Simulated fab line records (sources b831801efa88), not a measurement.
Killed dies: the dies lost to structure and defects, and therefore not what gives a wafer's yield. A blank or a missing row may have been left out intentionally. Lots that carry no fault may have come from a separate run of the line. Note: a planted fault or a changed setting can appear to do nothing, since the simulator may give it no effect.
One fault through the eyes of 2 desks | flow gf180mcu | only its own numbers are on each desk; what lay behind them is given at the end

== METROLOGY DESK ==
What the gauges read, lot by lot, whatever tool the lot ran on: means of the sampled wafers that have a number. A lot is out of limits, marked OUT, if its mean lies more than 4 standard deviations from the usual mean; the brackets give that distance.
Columns: A = POLY_GATE_OXIDATION_THK at GF_POLY_GATE_THK_MEAS_17, usual 4.00 nm; B = NSD_TW at GF_NSD_TW_MEAS_12, usual 4250; C = PSD_OVL at GF_PSD_OVL_MEAS_08, usual 0.0 nm; D = NSD_RS at GF_PSD_RS_MEAS_14, usual 46.10 ohm/sq
lot  | first seen here | A    | B    | C    | D
L133 | day 9 05:51     | 4.06 | 4303 | 1.0  | 46.13
L134 | day 9 15:16     | 4.10 | 4280 | 0.3  | 46.10
L135 | day 10 01:02    | 3.94 | 4225 | 1.9  | 45.97
L138 | day 10 21:20    | 3.76 | 4270 | -1.8 | 46.06
L139 | day 11 04:49    | 3.93 | 4225 | 0.4  | 46.13
L145 | day 13 01:02    | 3.94 | 4230 | 1.2  | 46.11
L148 | day 14 03:55    | 4.01 | 4378 | -0.6 | 42.67 (-46) OUT
L149 | day 14 09:26    | 4.02 | 4397 | 0.6  | 42.63 (-47) OUT
L153 | day 15 08:28    | 3.99 | 4255 | 0.6  | 46.08
L152 | day 15 09:43    | 4.09 | 4280 | -1.3 | 46.11
L154 | day 15 14:13    | 3.88 | 4269 | -0.8 | 46.10
This desk finds L148, L149 out of limits, with the earliest case on L148 at day 20 00:01 (NSD_RS at GF_PSD_RS_MEAS_14). In limits: L133, L134, L135, L138, L139, L145, L153, L152, L154.

== TOOL OWNER'S DESK, implanter-04 ==
GF_NSD_IMPLANT_09, tool's own readings: per-lot mean of the sampled wafers with a number, covering each lot this tool ran. A lot is out of limits, marked OUT, if its mean lies more than 4 standard deviations from the usual mean; the brackets give that distance.
Columns: A = beam-energy-keV at GF_NSD_IMPLANT_09, usual 59.997; B = dose-ions-cm2 at GF_NSD_IMPLANT_09, usual 4e+15
lot  | first seen here | A                        | B
L134 | day 13 16:55    | 60.002                   | 4e+15
L138 | day 15 09:07    | 59.996                   | 4e+15
L145 | day 17 17:45    | 59.985                   | 4e+15
L148 | day 19 00:02    | 73.134 (+99 or more) OUT | 4e+15
L149 | day 19 06:57    | 73.132 (+99 or more) OUT | 4e+15
Finding of this desk: L148, L149 out of limits; the first was L148 at day 19 00:02, on beam-energy-keV at GF_NSD_IMPLANT_09. In limits: L134, L138, L145.

== ALL TOGETHER ==
An alarm could have come from the tool owner's desk at day 19 00:02, on L148, L149.
The metrology desk could have raised an alarm at day 20 00:01, on L148, L149.
Every lot named ran GF_NSD_IMPLANT_09 on implanter-04.

== WHAT THE SIMULATOR PUT IN ==
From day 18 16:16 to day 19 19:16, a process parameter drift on implanter-04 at GF_NSD_IMPLANT_09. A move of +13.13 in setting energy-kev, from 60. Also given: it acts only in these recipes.
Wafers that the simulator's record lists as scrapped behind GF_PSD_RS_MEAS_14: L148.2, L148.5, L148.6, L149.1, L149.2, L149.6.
Shown lots that were struck: L148, L149.
Time in hours from fault onset to the first out-of-limits reading at each desk: tool owner's desk 8, metrology desk 32.
